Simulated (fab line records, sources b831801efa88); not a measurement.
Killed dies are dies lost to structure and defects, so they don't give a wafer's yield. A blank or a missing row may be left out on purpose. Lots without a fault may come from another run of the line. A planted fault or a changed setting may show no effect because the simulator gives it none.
Which tool did it? | flow sky130 | 12 lots, 36 wafers sampled, at 5 steps of a route of 708

WHAT THE GAUGES READ, wafer by wafer
SKY_VT_ADJUST_PCH_OVL_MEAS_07. Usual: VT_ADJUST_PCH_OVL -0.4 nm, standard deviation 1.4.
lot  | measured     | on         | VT_ADJUST_PCH_OVL (nm) | flag
L955 | day 10 16:40 | overlay-01 | 0.7 -0.5 1.3           |
L957 | day 11 09:18 | overlay-01 | -0.5 -1.4 0.1          |
L964 | day 13 15:48 | overlay-01 | 0.3 -0.5 -1.3          |
L965 | day 14 03:44 | overlay-01 | 0.0 0.0 0.8            |
L966 | day 14 07:33 | overlay-01 | -1.2 -0.9 -1.8         |
L970 | day 15 11:56 | overlay-02 | -1.2 -1.5 0.5          |
L971 | day 15 16:35 | overlay-01 | 1.4 0.0 2.8            |
L972 | day 16 03:28 | overlay-02 | -2.1 -0.6 -0.4         |
L973 | day 17 00:07 | overlay-01 | 0.7 0.3 -0.2           |
L975 | day 16 21:47 | overlay-02 | -2.0 -3.0 -0.7         |
L976 | day 17 07:35 | overlay-02 | -3.6 -3.2 -3.1         |
L977 | day 17 15:52 | overlay-02 | -1.4 -1.5 -0.8         |

SKY_LDD_P_CD_MEAS_07: target cd 380 nm. Usual: cd_nm 380.1 nm, standard deviation 2.9.
lot  | measured     | on        | cd_nm (nm)                          | flag
L955 | day 19 05:28 | cd_sem-02 | 382.1 384.2 382.9                   |
L957 | day 20 17:19 | cd_sem-01 | 376.7 378.2 379.6                   |
L964 | day 22 23:05 | cd_sem-02 | 375.8 376.2 375.8                   |
L965 | day 23 07:29 | cd_sem-02 | 376.3 376.4 377.9                   |
L966 | day 23 13:50 | cd_sem-01 | 383.4 383.8 384.6                   |
L970 | day 24 20:29 | cd_sem-02 | 382.4 380.5 383.6                   |
L971 | day 25 07:16 | cd_sem-01 | 379.5 376.4 376.9                   |
L972 | day 25 17:08 | cd_sem-02 | 380.8 378.6 379.1                   |
L973 | day 26 11:25 | cd_sem-01 | 384.8 381.3 385.6                   |
L975 | day 26 10:13 | cd_sem-02 | 402.9 402.1 402.9 403.0 402.0 402.9 | OFF
L976 | day 26 19:04 | cd_sem-01 | 400.3 398.2 398.3 400.3 398.3 398.1 | OFF
L977 | day 27 03:28 | cd_sem-02 | 399.2 399.2 400.7 399.4 399.0 400.3 | OFF

SKY_LOCAL_INTERCONNECT_OVL_MEAS_12. Usual: LOCAL_INTERCONNECT_OVL 2 nm, standard deviation 5.9.
lot  | measured     | on         | LOCAL_INTERCONNECT_OVL (nm) | flag
L955 | day 30 14:11 | overlay-01 | 8 12 2                      |
L957 | day 31 20:46 | overlay-02 | -3 0 -2                     |
L964 | day 33 18:28 | overlay-02 | 1 -4 1                      |
L965 | day 34 06:04 | overlay-02 | 8 0 4                       |
L966 | day 34 08:14 | overlay-02 | -4 -6 -4                    |
L970 | day 35 11:44 | overlay-01 | 6 10 1                      |
L971 | day 35 23:52 | overlay-01 | 0 1 5                       |
L972 | day 36 09:08 | overlay-02 | -12 4 -5                    |
L973 | day 37 00:50 | overlay-01 | 9 -1 -2                     |
L975 | day 37 00:11 | overlay-01 | 0 -1 1                      |
L976 | day 37 07:22 | overlay-02 | 3 4 10                      |
L977 | day 37 15:20 | overlay-01 | 5 -2 4                      |

WHICH TOOL RAN EACH LOT (tool, then ch and the chambers of the sampled wafers, then the start)
lot  | SKY_FIELD_ISO_STRIP_16              | SKY_LDD_P_DEVELOP_06
L955 | plasma_asher-01 ch 0,1, day 2 10:02 | litho_track-01 ch 0, day 19 05:19
L957 | plasma_asher-01 ch 0,1, day 2 21:29 | litho_track-04 ch 0, day 20 17:10
L964 | plasma_asher-04 ch 0,1, day 4 09:10 | litho_track-02 ch 0, day 22 22:56
L965 | plasma_asher-04 ch 0, day 4 14:43   | litho_track-02 ch 0, day 23 07:20
L966 | plasma_asher-04 ch 0,1, day 4 21:26 | litho_track-04 ch 0, day 23 13:41
L970 | plasma_asher-04 ch 0,1, day 5 18:23 | litho_track-01 ch 0, day 24 20:20
L971 | plasma_asher-01 ch 0, day 5 21:26   | litho_track-02 ch 0, day 25 07:07
L972 | plasma_asher-01 ch 1, day 6 02:05   | litho_track-01 ch 0, day 25 16:59
L973 | plasma_asher-04 ch 0,1, day 6 07:02 | litho_track-04 ch 0, day 26 11:16
L975 | plasma_asher-02 ch 0,1, day 6 16:46 | litho_track-01 ch 0, day 26 10:04
L976 | plasma_asher-02 ch 0,1, day 7 00:07 | litho_track-01 ch 0, day 26 18:55
L977 | plasma_asher-02 ch 0,1, day 7 04:10 | litho_track-01 ch 0, day 27 03:19
- SKY_FIELD_ISO_STRIP_16: strips in O2/N2.
- SKY_LDD_P_DEVELOP_06: develop time 60 s.

WHAT THE TOOLS THEMSELVES READ (means of the sampled wafers that have a number; where no wafer has one, the mark that the record gives instead)
SKY_FIELD_ISO_STRIP_16. Usual: drypump_motor_current_A 5.8 A, standard deviation 0.43; oes_product_au 0.378 a.u., standard deviation 0.005; strip_time_to_endpoint_s 3.54 s, standard deviation 0.034.
lot  | tool            | drypump_motor_current_A (A) | oes_product_au (a.u.) | strip_time_to_endpoint_s (s) | flag
L955 | plasma_asher-01 | 6.1                         | 0.379                 | 3.58                         |
L957 | plasma_asher-01 | 5.8                         | 0.381                 | 3.52                         |
L964 | plasma_asher-04 | 5.9                         | 0.373                 | 3.52                         |
L965 | plasma_asher-04 | 6.0                         | 0.381                 | 3.55                         |
L966 | plasma_asher-04 | 6.0                         | 0.375                 | 3.49                         |
L970 | plasma_asher-04 | 6.0                         | 0.381                 | 3.54                         |
L971 | plasma_asher-01 | 6.3                         | 0.374                 | 3.52                         |
L972 | plasma_asher-01 | 5.6                         | 0.378                 | 3.51                         |
L973 | plasma_asher-04 | 5.9                         | 0.376                 | 3.57                         |
L975 | plasma_asher-02 | 5.1                         | 0.381                 | 3.55                         |
L976 | plasma_asher-02 | 5.1                         | 0.377                 | 3.52                         |
L977 | plasma_asher-02 | 5.1                         | 0.379                 | 3.55                         |

SKY_LDD_P_DEVELOP_06. Usual: developer_temp_C 22.99 C, standard deviation 0.13; exhaust_pa 44.9 Pa, standard deviation 0.85.
lot  | tool           | developer_temp_C (C) | exhaust_pa (Pa) | flag
L955 | litho_track-01 | 23.21                | 44.9            |
L957 | litho_track-04 | 23.06                | 45.0            |
L964 | litho_track-02 | 22.98                | 44.7            |
L965 | litho_track-02 | 23.14                | 44.7            |
L966 | litho_track-04 | 23.09                | 44.2            |
L970 | litho_track-01 | 22.86                | 43.4            |
L971 | litho_track-02 | 22.96                | 44.2            |
L972 | litho_track-01 | 22.95                | 45.8            |
L973 | litho_track-04 | 22.93                | 44.7            |
L975 | litho_track-01 | 22.93                | 45.8            |
L976 | litho_track-01 | 23.13                | 45.4            |
L977 | litho_track-01 | 23.03                | 44.8            |

THE ANSWER, worked out from the rows above alone
Rule: a lot is off if the mean of its wafers that have a number lies more than 3 standard deviations from the usual mean. A lot without any number at a reading at which 4 lots or more have one is off too. The other lots that the step has rows for count as sound. The gauges are gone through in route order, then the tools' own readings, and for those a lot's mean is taken as printed above. The first step at which some lot is off is used, and at that step the reading that is off furthest; a lot without a number counts as furthest.
Off: L975, L976, L977, at SKY_LDD_P_CD_MEAS_07 (cd_nm).
A tool fits if, at a process step before that reading, it ran every lot that is off, and no sound lot after the first of them. The gauges at SKY_LDD_P_CD_MEAS_07 are tried like those tools. Can't be told from this: 2 tools fit, plasma_asher-02 at SKY_FIELD_ISO_STRIP_16, litho_track-01 at SKY_LDD_P_DEVELOP_06.

WHAT THE SIMULATOR HAD PUT IN
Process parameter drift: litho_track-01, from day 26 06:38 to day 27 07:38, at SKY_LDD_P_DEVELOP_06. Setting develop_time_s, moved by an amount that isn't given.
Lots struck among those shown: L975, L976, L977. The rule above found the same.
